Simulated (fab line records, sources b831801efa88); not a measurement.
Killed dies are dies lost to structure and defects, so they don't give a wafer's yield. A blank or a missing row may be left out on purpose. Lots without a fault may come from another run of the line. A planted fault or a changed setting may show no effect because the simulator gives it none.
Problem report in the 8D (eight disciplines) form, filled by code | flow gf180mcu | the parts of the form that need people (team, actions taken, sign-off) are left out

1. THE PROBLEM
time_to_endpoint_s at GF_CONTACT_CMP_04 reads a mean of 62 s on 1 wafer of 1 lot; wafers without a fault read 110 s with a standard deviation of 5. That is -9.6 standard deviations from the usual mean.
The step: polishes SiO2.
First seen on wafer L653.3, day 20 22:55, on cmp-02. The record holds 39 wafers of 13 lots with a number at this step. Rule for "out", or "out of limits": more than 4 standard deviations from the usual mean. The other wafers with a number count as sound.

2. WHAT IT IS AND WHAT IT IS NOT
question                    | is                 | is not
which readings at this step | time_to_endpoint_s | motor_current_A
which lots                  | L653               | L637, L638, L639, L640, L641, L642, L643, L644, L654, L656, L659, L660
which wafers of those lots  | L653.3             | L653.2, L653.5
read on which tools         | cmp-02             | cmp-01
when                        | from day 20 22:55  | up to then (26 sound wafers); but 12 sound wafers of L654, L656, L659, L660 came after

3. SUSPECTS, AND WHAT RULES EACH OUT
Counting: a tool at a process step up to the reading stays a suspect if it ran every lot that is out. Sound lots after the first of them don't rule it out here, since some wafers of a struck lot are sound.
- cmp-02 at GF_CONTACT_CMP_04 (polishes SiO2): kept. It ran the lot that is out, L653 (day 20 22:55); its last sound lot up to then is L642 (day 16 17:55). Its own readings are out on those wafers: time_to_endpoint_s.
- Within cmp-02 at GF_CONTACT_CMP_04: the wafers that are out ran in chamber 0; their sound lot-mates ran in chamber 3.
Left after counting: cmp-02 at GF_CONTACT_CMP_04.

4. THE CAUSE (what the simulator had put in)
Process parameter drift: cmp-02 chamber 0, from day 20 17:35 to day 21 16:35, at GF_CONTACT_CMP_04. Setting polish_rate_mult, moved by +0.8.
Counting left only this tool.

5. THE CHAIN OF EFFECTS, in route order
Each row: a reading whose mean over the struck wafers that have a number lies more than 3 standard deviations from the usual. Only readings for which the record gives a usual standard deviation are gone through. hours: the time from each lot's start at the first step in this table that gives one to its start at this step, as a median over the lots. sigmas: the change in usual standard deviations.
hours | step              | reading            | usual | on struck wafers | change | sigmas
0     | GF_CONTACT_CMP_04 | time_to_endpoint_s | 110 s | 62               | -48    | -9.6
The process steps in it:
- GF_CONTACT_CMP_04: polishes SiO2.
Later measuring or inspecting steps at which every struck wafer that the step has a row for has a number for every such reading, and none has moved that far: GF_V1_CD_MEAS_14, GF_M2_THK_MEAS_06.

6. WHAT WOULD HAVE CAUGHT IT SOONER
In this record the first reading out of limits was taken at day 20 22:55, 5 hours after the fault began at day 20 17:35.
